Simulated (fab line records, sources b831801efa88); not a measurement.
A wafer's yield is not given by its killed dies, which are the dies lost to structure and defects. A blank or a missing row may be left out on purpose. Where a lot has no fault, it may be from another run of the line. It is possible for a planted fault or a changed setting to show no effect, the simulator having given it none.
Which of the tools did it? || flow gf180mcu || 42 wafers from 14 lots sampled at 4 of the route's 602 steps

## WHAT THE GAUGES SHOWED, per wafer
GF_HV_LDD_OVL_MEAS_20.
{"lot": "L678", "measured": "day 11 01:53", "on": "overlay-02", "HV_LDD_01_OVL (nm)": "0.6 0.4 1.4"}
{"lot": "L679", "measured": "day 11 10:32", "on": "overlay-02", "HV_LDD_01_OVL (nm)": "1.4 1.1 1.4"}
{"lot": "L680", "measured": "day 11 13:02", "on": "overlay-01", "HV_LDD_01_OVL (nm)": "2.5 1.6 0.4"}
{"lot": "L681", "measured": "day 12 01:11", "on": "overlay-01", "HV_LDD_01_OVL (nm)": "0.0 0.7 -0.4"}
{"lot": "L682", "measured": "day 12 08:08", "on": "overlay-01", "HV_LDD_01_OVL (nm)": "1.4 0.3 0.3"}
{"lot": "L684", "measured": "day 12 19:44", "on": "overlay-02", "HV_LDD_01_OVL (nm)": "-0.6 0.8 1.8"}
{"lot": "L685", "measured": "day 13 10:38", "on": "overlay-02", "HV_LDD_01_OVL (nm)": "-0.4 1.5 2.1"}
{"lot": "L686", "measured": "day 13 13:56", "on": "overlay-01", "HV_LDD_01_OVL (nm)": "-1.0 -0.6 -1.7"}
{"lot": "L688", "measured": "day 14 08:05", "on": "overlay-01", "HV_LDD_01_OVL (nm)": "1.7 1.3 1.4"}
{"lot": "L689", "measured": "day 14 10:27", "on": "overlay-02", "HV_LDD_01_OVL (nm)": "1.3 0.1 0.3"}
{"lot": "L697", "measured": "day 17 01:47", "on": "overlay-02", "HV_LDD_01_OVL (nm)": "-2.8 -1.1 -1.2"}
{"lot": "L698", "measured": "day 17 09:56", "on": "overlay-02", "HV_LDD_01_OVL (nm)": "2.3 1.1 0.5"}
{"lot": "L699", "measured": "day 17 20:45", "on": "overlay-01", "HV_LDD_01_OVL (nm)": "0.0 0.5 -0.1"}
{"lot": "L700", "measured": "day 17 22:59", "on": "overlay-02", "HV_LDD_01_OVL (nm)": "2.6 2.9 0.9"}

GF_HV_LDD_RS_MEAS_53: measurement is done with a four-point probe.
{"lot": "L678", "measured": "day 12 18:00", "on": "film-metro-04", "HV_LDD_RS (ohm/sq)": "419.5 418.7 420.8"}
{"lot": "L679", "measured": "day 13 01:20", "on": "film-metro-02", "HV_LDD_RS (ohm/sq)": "417.1 417.5 418.1"}
{"lot": "L680", "measured": "day 13 05:39", "on": "film-metro-03", "HV_LDD_RS (ohm/sq)": "416.8 417.9 417.3"}
{"lot": "L681", "measured": "day 13 19:17", "on": "film-metro-03", "HV_LDD_RS (ohm/sq)": "419.4 419.3 418.1"}
{"lot": "L682", "measured": "day 14 01:37", "on": "film-metro-03", "HV_LDD_RS (ohm/sq)": "417.3 416.0 418.1"}
{"lot": "L684", "measured": "day 14 14:51", "on": "film-metro-04", "HV_LDD_RS (ohm/sq)": "418.6 420.0 420.2"}
{"lot": "L685", "measured": "day 15 06:12", "on": "film-metro-04", "HV_LDD_RS (ohm/sq)": "419.1 418.6 418.2"}
{"lot": "L686", "measured": "day 15 09:41", "on": "film-metro-04", "HV_LDD_RS (ohm/sq)": "419.5 421.0 419.4"}
{"lot": "L688", "measured": "day 16 05:11", "on": "film-metro-03", "HV_LDD_RS (ohm/sq)": "- - -"}
{"lot": "L689", "measured": "day 16 06:54", "on": "film-metro-04", "HV_LDD_RS (ohm/sq)": "- - -"}
{"lot": "L697", "measured": "day 19 01:49", "on": "film-metro-03", "HV_LDD_RS (ohm/sq)": "419.5 419.2 420.3"}
{"lot": "L698", "measured": "day 19 10:50", "on": "film-metro-03", "HV_LDD_RS (ohm/sq)": "418.7 417.6 417.8"}
{"lot": "L699", "measured": "day 19 22:07", "on": "film-metro-03", "HV_LDD_RS (ohm/sq)": "419.5 420.9 421.3"}
{"lot": "L700", "measured": "day 20 01:37", "on": "film-metro-02", "HV_LDD_RS (ohm/sq)": "419.0 419.1 419.9"}

## EACH LOT AND THE TOOL THAT RAN IT (in order: tool; ch and the chambers of the sampled wafers; start)
{"lot": "L678", "GF_VT_IMPLANT_RTA_45": "rtp-anneal-01 ch 0, day 7 19:37", "GF_HV_LDD_RTA_52": "rtp-anneal-02 ch 0, day 12 17:56"}
{"lot": "L679", "GF_VT_IMPLANT_RTA_45": "rtp-anneal-02 ch 0, day 8 02:13", "GF_HV_LDD_RTA_52": "rtp-anneal-02 ch 0, day 13 01:17"}
{"lot": "L680", "GF_VT_IMPLANT_RTA_45": "rtp-anneal-02 ch 0, day 8 07:21", "GF_HV_LDD_RTA_52": "rtp-anneal-02 ch 0, day 13 05:35"}
{"lot": "L681", "GF_VT_IMPLANT_RTA_45": "rtp-anneal-01 ch 0, day 8 18:10", "GF_HV_LDD_RTA_52": "rtp-anneal-02 ch 0, day 13 19:12"}
{"lot": "L682", "GF_VT_IMPLANT_RTA_45": "rtp-anneal-01 ch 0, day 8 23:22", "GF_HV_LDD_RTA_52": "rtp-anneal-01 ch 0, day 14 01:29"}
{"lot": "L684", "GF_VT_IMPLANT_RTA_45": "rtp-anneal-01 ch 0, day 9 11:19", "GF_HV_LDD_RTA_52": "rtp-anneal-02 ch 0, day 14 14:47"}
{"lot": "L685", "GF_VT_IMPLANT_RTA_45": "rtp-anneal-01 ch 0, day 9 19:07", "GF_HV_LDD_RTA_52": "rtp-anneal-01 ch 0, day 15 06:08"}
{"lot": "L686", "GF_VT_IMPLANT_RTA_45": "rtp-anneal-01 ch 0, day 10 00:54", "GF_HV_LDD_RTA_52": "rtp-anneal-01 ch 0, day 15 09:36"}
{"lot": "L688", "GF_VT_IMPLANT_RTA_45": "rtp-anneal-01 ch 0, day 10 13:40", "GF_HV_LDD_RTA_52": "rtp-anneal-02, day 16 05:07"}
{"lot": "L689", "GF_VT_IMPLANT_RTA_45": "rtp-anneal-02 ch 0, day 10 21:58", "GF_HV_LDD_RTA_52": "rtp-anneal-01, day 16 06:49"}
{"lot": "L697", "GF_VT_IMPLANT_RTA_45": "rtp-anneal-01 ch 0, day 13 03:04", "GF_HV_LDD_RTA_52": "rtp-anneal-01 ch 0, day 19 01:44"}
{"lot": "L698", "GF_VT_IMPLANT_RTA_45": "rtp-anneal-02 ch 0, day 13 09:37", "GF_HV_LDD_RTA_52": "rtp-anneal-02 ch 0, day 19 10:47"}
{"lot": "L699", "GF_VT_IMPLANT_RTA_45": "rtp-anneal-01 ch 0, day 13 18:21", "GF_HV_LDD_RTA_52": "rtp-anneal-02 ch 0, day 19 22:01"}
{"lot": "L700", "GF_VT_IMPLANT_RTA_45": "rtp-anneal-01 ch 0, day 13 21:59", "GF_HV_LDD_RTA_52": "rtp-anneal-02 ch 0, day 20 01:32"}
- GF_VT_IMPLANT_RTA_45: time 30 s.
- GF_HV_LDD_RTA_52: time 10 s.

## WHAT THE TOOLS THEMSELVES READ (means of the sampled wafers that have a number; where no wafer has one, the mark that the record gives instead)
GF_VT_IMPLANT_RTA_45.
{"lot": "L678", "tool": "rtp-anneal-01", "anneal-temp-c-max": 1055.7, "chamber-o2-ppm": 2.017, "lamp-power-pct (%)": 37.4, "wafer_temp_C_max": 1055.6}
{"lot": "L679", "tool": "rtp-anneal-02", "anneal-temp-c-max": 1057.7, "chamber-o2-ppm": 2.014, "lamp-power-pct (%)": 35.6, "wafer_temp_C_max": 1052.7}
{"lot": "L680", "tool": "rtp-anneal-02", "anneal-temp-c-max": 1056.4, "chamber-o2-ppm": 1.992, "lamp-power-pct (%)": 35.6, "wafer_temp_C_max": 1053.2}
{"lot": "L681", "tool": "rtp-anneal-01", "anneal-temp-c-max": 1054.7, "chamber-o2-ppm": 1.977, "lamp-power-pct (%)": 37.4, "wafer_temp_C_max": 1056.4}
{"lot": "L682", "tool": "rtp-anneal-01", "anneal-temp-c-max": 1054.6, "chamber-o2-ppm": 2.008, "lamp-power-pct (%)": 37.4, "wafer_temp_C_max": 1055.2}
{"lot": "L684", "tool": "rtp-anneal-01", "anneal-temp-c-max": 1055.0, "chamber-o2-ppm": 2.018, "lamp-power-pct (%)": 37.4, "wafer_temp_C_max": 1055.9}
{"lot": "L685", "tool": "rtp-anneal-01", "anneal-temp-c-max": 1053.8, "chamber-o2-ppm": 2.020, "lamp-power-pct (%)": 37.4, "wafer_temp_C_max": 1056.1}
{"lot": "L686", "tool": "rtp-anneal-01", "anneal-temp-c-max": 1054.1, "chamber-o2-ppm": 2.008, "lamp-power-pct (%)": 37.4, "wafer_temp_C_max": 1055.7}
{"lot": "L688", "tool": "rtp-anneal-01", "anneal-temp-c-max": 1054.3, "chamber-o2-ppm": 2.010, "lamp-power-pct (%)": 37.4, "wafer_temp_C_max": 1055.2}
{"lot": "L689", "tool": "rtp-anneal-02", "anneal-temp-c-max": 1057.1, "chamber-o2-ppm": 1.983, "lamp-power-pct (%)": 35.6, "wafer_temp_C_max": 1053.7}
{"lot": "L697", "tool": "rtp-anneal-01", "anneal-temp-c-max": 1054.4, "chamber-o2-ppm": 1.983, "lamp-power-pct (%)": 37.4, "wafer_temp_C_max": 1055.0}
{"lot": "L698", "tool": "rtp-anneal-02", "anneal-temp-c-max": 1058.3, "chamber-o2-ppm": 2.010, "lamp-power-pct (%)": 35.6, "wafer_temp_C_max": 1053.3}
{"lot": "L699", "tool": "rtp-anneal-01", "anneal-temp-c-max": 1054.5, "chamber-o2-ppm": 1.996, "lamp-power-pct (%)": 37.4, "wafer_temp_C_max": 1054.3}
{"lot": "L700", "tool": "rtp-anneal-01", "anneal-temp-c-max": 1055.0, "chamber-o2-ppm": 2.018, "lamp-power-pct (%)": 37.4, "wafer_temp_C_max": 1055.6}

GF_HV_LDD_RTA_52.
{"lot": "L678", "tool": "rtp-anneal-02", "anneal-temp-c-max": 1006.8, "chamber-o2-ppm": 2.006, "lamp-power-pct (%)": 32.8, "wafer_temp_C_max": 1003.3}
{"lot": "L679", "tool": "rtp-anneal-02", "anneal-temp-c-max": 1007.8, "chamber-o2-ppm": 1.995, "lamp-power-pct (%)": 32.8, "wafer_temp_C_max": 1002.4}
{"lot": "L680", "tool": "rtp-anneal-02", "anneal-temp-c-max": 1007.0, "chamber-o2-ppm": 2.022, "lamp-power-pct (%)": 32.8, "wafer_temp_C_max": 1003.1}
{"lot": "L681", "tool": "rtp-anneal-02", "anneal-temp-c-max": 1007.0, "chamber-o2-ppm": 2.005, "lamp-power-pct (%)": 32.9, "wafer_temp_C_max": 1003.1}
{"lot": "L682", "tool": "rtp-anneal-01", "anneal-temp-c-max": 1003.9, "chamber-o2-ppm": 1.993, "lamp-power-pct (%)": 34.5, "wafer_temp_C_max": 1005.1}
{"lot": "L684", "tool": "rtp-anneal-02", "anneal-temp-c-max": 1008.6, "chamber-o2-ppm": 2.008, "lamp-power-pct (%)": 32.8, "wafer_temp_C_max": 1003.8}
{"lot": "L685", "tool": "rtp-anneal-01", "anneal-temp-c-max": 1004.3, "chamber-o2-ppm": 1.977, "lamp-power-pct (%)": 34.5, "wafer_temp_C_max": 1005.3}
{"lot": "L686", "tool": "rtp-anneal-01", "anneal-temp-c-max": 1005.5, "chamber-o2-ppm": 1.973, "lamp-power-pct (%)": 34.5, "wafer_temp_C_max": 1005.0}
{"lot": "L688", "tool": "rtp-anneal-02", "anneal-temp-c-max": "-", "chamber-o2-ppm": "-", "lamp-power-pct (%)": "-", "wafer_temp_C_max": "-"}
{"lot": "L689", "tool": "rtp-anneal-01", "anneal-temp-c-max": "-", "chamber-o2-ppm": "-", "lamp-power-pct (%)": "-", "wafer_temp_C_max": "-"}
{"lot": "L697", "tool": "rtp-anneal-01", "anneal-temp-c-max": 1004.6, "chamber-o2-ppm": 1.990, "lamp-power-pct (%)": 34.5, "wafer_temp_C_max": 1005.7}
{"lot": "L698", "tool": "rtp-anneal-02", "anneal-temp-c-max": 1007.8, "chamber-o2-ppm": 2.006, "lamp-power-pct (%)": 32.8, "wafer_temp_C_max": 1002.5}
{"lot": "L699", "tool": "rtp-anneal-02", "anneal-temp-c-max": 1007.8, "chamber-o2-ppm": 1.977, "lamp-power-pct (%)": 32.8, "wafer_temp_C_max": 1002.9}
{"lot": "L700", "tool": "rtp-anneal-02", "anneal-temp-c-max": 1008.6, "chamber-o2-ppm": 1.996, "lamp-power-pct (%)": 32.8, "wafer_temp_C_max": 1003.2}

## THE ANSWER, worked out from the rows above alone
Rule: what is usual is taken from the lots themselves. The widest of any qualifying gaps counts: lots, ordered by their means at a reading, are off when they make up no more than a third of the lots, leave a main group of 4 or more, and stand apart from it by 3 or more times the standard deviation of that group's means. If all means in a main group match to the digits the tables above print for the reading, that group is not used. Also off: a lot with no number at a reading for which 4 or more lots have one. Where the step has rows for the other lots, those lots are counted as sound. First the gauges in route order, then the tools' own readings, where a lot's mean is used as printed above. The first step at which some lot is off is used, and at that step the reading that is off furthest; a lot without a number counts as furthest.
Off: at GF_HV_LDD_RS_MEAS_53 (HV_LDD_RS), L688, L689. Without a number there: L688, L689. For the main group the mean is 418.9 ohm/sq and the standard deviation 1.1.
A tool fits if, at a process step before that reading, it ran every lot that is off, and no sound lot after the first of them. Not tried: the gauges at GF_HV_LDD_RS_MEAS_53; whatever is off there is also off at GF_HV_LDD_RTA_52, on other tools, and gauge error can't account for it. None of those tried fits.

## WHAT THE SIMULATOR HAD PUT IN
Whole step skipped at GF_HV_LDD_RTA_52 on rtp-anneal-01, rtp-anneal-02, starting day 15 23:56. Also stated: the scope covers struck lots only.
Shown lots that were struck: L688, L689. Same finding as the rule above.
